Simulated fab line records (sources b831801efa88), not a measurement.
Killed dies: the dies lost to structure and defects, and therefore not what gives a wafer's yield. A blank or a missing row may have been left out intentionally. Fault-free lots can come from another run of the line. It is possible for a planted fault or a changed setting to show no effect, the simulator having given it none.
Which tool did it? | flow sky130 | 13 lots with 39 wafers sampled at 5 steps, on a route of 708 steps

== WHAT THE GAUGES SHOWED, per wafer ==
SKY_FIELD_ISO_THK_MEAS_25.
lot  | measured    | on            | FIELD_ISO_CVD_24_THK (nm)
L100 | day 2 18:47 | film-metro-02 | 595 590 593
L101 | day 3 00:28 | film-metro-02 | 589 600 597
L102 | day 3 00:30 | film-metro-01 | 594 595 596
L105 | day 3 19:35 | film-metro-04 | 597 605 599
L107 | day 4 02:17 | film-metro-02 | 584 592 590
L109 | day 4 13:20 | film-metro-01 | 601 597 587
L110 | day 4 20:49 | film-metro-02 | 592 602 592
L111 | day 4 22:32 | film-metro-01 | 593 596 601
L112 | day 5 02:37 | film-metro-01 | 596 596 596
L113 | day 5 07:01 | film-metro-04 | 597 589 597
L119 | day 6 15:35 | film-metro-04 | 594 589 604
L120 | day 6 22:39 | film-metro-01 | 593 593 593
L121 | day 7 04:01 | film-metro-04 | 594 599 592

SKY_NWELL_TW_MEAS_26.
lot  | measured     | on            | NWELL_2_TW
L100 | day 6 01:41  | film-metro-03 | 494 498 496
L101 | day 6 04:40  | film-metro-01 | 495 489 497
L102 | day 6 07:01  | film-metro-03 | 498 495 496
L105 | day 7 05:57  | film-metro-01 | 492 492 492
L107 | day 7 08:05  | film-metro-02 | 501 498 501
L109 | day 7 22:43  | film-metro-01 | 495 492 493
L110 | day 8 05:40  | film-metro-02 | 496 496 498
L111 | day 8 09:04  | film-metro-03 | 502 498 499
L112 | day 8 12:14  | film-metro-03 | 499 501 496
L113 | day 8 19:11  | film-metro-02 | 501 500 498
L119 | day 10 10:47 | film-metro-01 | 520 518 521
L120 | day 10 17:07 | film-metro-01 | 518 519 518
L121 | day 10 21:43 | film-metro-03 | 494 497 494

SKY_NWELL_RS_MEAS_31: the measuring method here is four-point-probe.
lot  | measured     | on            | PWDE_RS (ohm/sq)
L100 | day 6 02:08  | film-metro-01 | 5287 5287 5277
L101 | day 6 05:07  | film-metro-03 | 5283 5270 5275
L102 | day 6 07:29  | film-metro-02 | 5317 5307 5348
L105 | day 7 06:25  | film-metro-03 | 5265 5270 5259
L107 | day 7 08:34  | film-metro-03 | 5306 5290 5287
L109 | day 7 23:11  | film-metro-02 | 5255 5251 5277
L110 | day 8 06:07  | film-metro-03 | 5255 5262 5260
L111 | day 8 09:31  | film-metro-01 | 5283 5305 5286
L112 | day 8 12:43  | film-metro-02 | 5283 5287 5273
L113 | day 8 19:39  | film-metro-03 | 5268 5278 5259
L119 | day 10 11:14 | film-metro-03 | 5287 5267 5257
L120 | day 10 17:34 | film-metro-02 | 5289 5311 5287
L121 | day 10 22:11 | film-metro-02 | 5278 5286 5291

== WHAT TOOL EACH LOT RAN ON (gives the tool, then ch and the chambers of the sampled wafers, and finally the start) ==
lot  | SKY_FIELD_ISO_STRIP_16              | SKY_NWELL_IMPLANT_24
L100 | plasma-asher-04 ch 0,1, day 2 11:43 | implanter-03 ch 0, day 6 01:26
L101 | plasma-asher-02 ch 0,1, day 2 20:25 | implanter-03 ch 0, day 6 04:25
L102 | plasma-asher-02 ch 0,1, day 2 21:27 | implanter-02 ch 0, day 6 06:48
L105 | plasma-asher-02 ch 0,1, day 3 15:44 | implanter-03 ch 0, day 7 05:44
L107 | plasma-asher-04 ch 0,1, day 3 23:49 | implanter-03 ch 0, day 7 07:52
L109 | plasma-asher-03 ch 0,1, day 4 10:25 | implanter-02 ch 0, day 7 22:31
L110 | plasma-asher-02 ch 0,1, day 4 18:02 | implanter-02 ch 0, day 8 05:25
L111 | plasma-asher-03 ch 1, day 4 20:43   | implanter-03 ch 0, day 8 08:49
L112 | plasma-asher-03 ch 0,1, day 5 00:26 | implanter-02 ch 0, day 8 12:01
L113 | plasma-asher-02 ch 1, day 5 05:16   | implanter-03 ch 0, day 8 18:58
L119 | plasma-asher-02 ch 0,1, day 6 12:26 | implanter-03 ch 0, day 10 10:32
L120 | plasma-asher-03 ch 0,1, day 6 18:57 | implanter-03 ch 0, day 10 16:52
L121 | plasma-asher-04 ch 0,1, day 7 00:52 | implanter-01 ch 0, day 10 21:31
- SKY_FIELD_ISO_STRIP_16: strips in O2/N2.
- SKY_NWELL_IMPLANT_24

== AS READ BY THE TOOLS THEMSELVES (means over the sampled wafers that have a number; for cases with no such wafer, the mark the record gives instead) ==
SKY_FIELD_ISO_STRIP_16.
lot  | tool            | drypump-motor-current-A (A) | oes-product-au (a.u.) | strip-time-to-endpoint-s (s)
L100 | plasma-asher-04 | 5.7                         | 0.377                 | 3.53
L101 | plasma-asher-02 | 5.7                         | 0.383                 | 3.62
L102 | plasma-asher-02 | 5.3                         | 0.375                 | 3.50
L105 | plasma-asher-02 | 5.7                         | 0.376                 | 3.51
L107 | plasma-asher-04 | 5.9                         | 0.384                 | 3.55
L109 | plasma-asher-03 | 6.2                         | 0.373                 | 3.52
L110 | plasma-asher-02 | 5.6                         | 0.381                 | 3.51
L111 | plasma-asher-03 | 5.9                         | 0.374                 | 3.60
L112 | plasma-asher-03 | 6.0                         | 0.382                 | 3.64
L113 | plasma-asher-02 | 5.0                         | 0.375                 | 3.56
L119 | plasma-asher-02 | 5.6                         | 0.374                 | 3.55
L120 | plasma-asher-03 | 6.0                         | 0.381                 | 3.60
L121 | plasma-asher-04 | 5.7                         | 0.374                 | 3.48

SKY_NWELL_IMPLANT_24.
lot  | tool         | dose-ions-cm2 | faraday-current-uA
L100 | implanter-03 | 9.202e+12     | 52.6
L101 | implanter-03 | 9.211e+12     | 51.3
L102 | implanter-02 | 9.204e+12     | 51.2
L105 | implanter-03 | 9.203e+12     | 51.2
L107 | implanter-03 | 9.213e+12     | 52.0
L109 | implanter-02 | 9.207e+12     | 53.8
L110 | implanter-02 | 9.199e+12     | 52.6
L111 | implanter-03 | 9.206e+12     | 52.6
L112 | implanter-02 | 9.201e+12     | 52.5
L113 | implanter-03 | 9.197e+12     | 52.0
L119 | implanter-03 | 1.107e+13     | 62.0
L120 | implanter-03 | 1.105e+13     | 62.5
L121 | implanter-01 | 9.195e+12     | 52.0

== THE ANSWER, worked out from the rows above alone ==
Rule: the usual values come from the lots themselves. Put in order of their means at a reading, lots are off if they are a third of the lots or fewer, leave a main group of 4 or more, and stand apart from it by a gap of 3 or more times the standard deviation of the main group's means; of several such gaps the widest counts. If all means in a main group match to the digits the tables above print for the reading, that group is not used. A lot without any number at a reading at which 4 lots or more have one is off too. Any other lot the step has rows for is counted as sound. The gauges are gone through in route order, then the tools' own readings, and for those a lot's mean is taken as printed above. At the first step where some lot is off, the reading lying furthest off is the one used; lots without a number count as furthest.
Off: at SKY_NWELL_TW_MEAS_26 (NWELL_2_TW), L119, L120. For the main group the mean is 496 and the standard deviation 2.7.
A tool fits if, at a process step before that reading, it ran every lot that is off, and no sound lot after the first of them. Not tried: the gauges at SKY_NWELL_TW_MEAS_26; whatever is off there is also off at SKY_NWELL_IMPLANT_24, on other tools, and gauge error can't account for it. One fits: SKY_NWELL_IMPLANT_24 on implanter-03. A fault onset in the window from L113 (day 8 18:58, its last sound lot) to L119 (day 10 10:32, its first lot off) fits.
The tool's own readings at SKY_NWELL_IMPLANT_24 bear it out: on the lots that are off they differ by more than 5 times the standard deviation of the sound lots' means. dose-ions-cm2 reads 1.106e+13 there against 9.203e+12 on the sound lots; faraday-current-uA reads 62.2 there against 52.2 on the sound lots.

== WHAT THE SIMULATOR HAD PUT IN ==
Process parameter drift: implanter-03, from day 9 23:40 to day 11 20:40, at SKY_NWELL_IMPLANT_24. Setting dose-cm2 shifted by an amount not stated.
Shown lots that were struck: L119, L120. The same result came from the rule above.
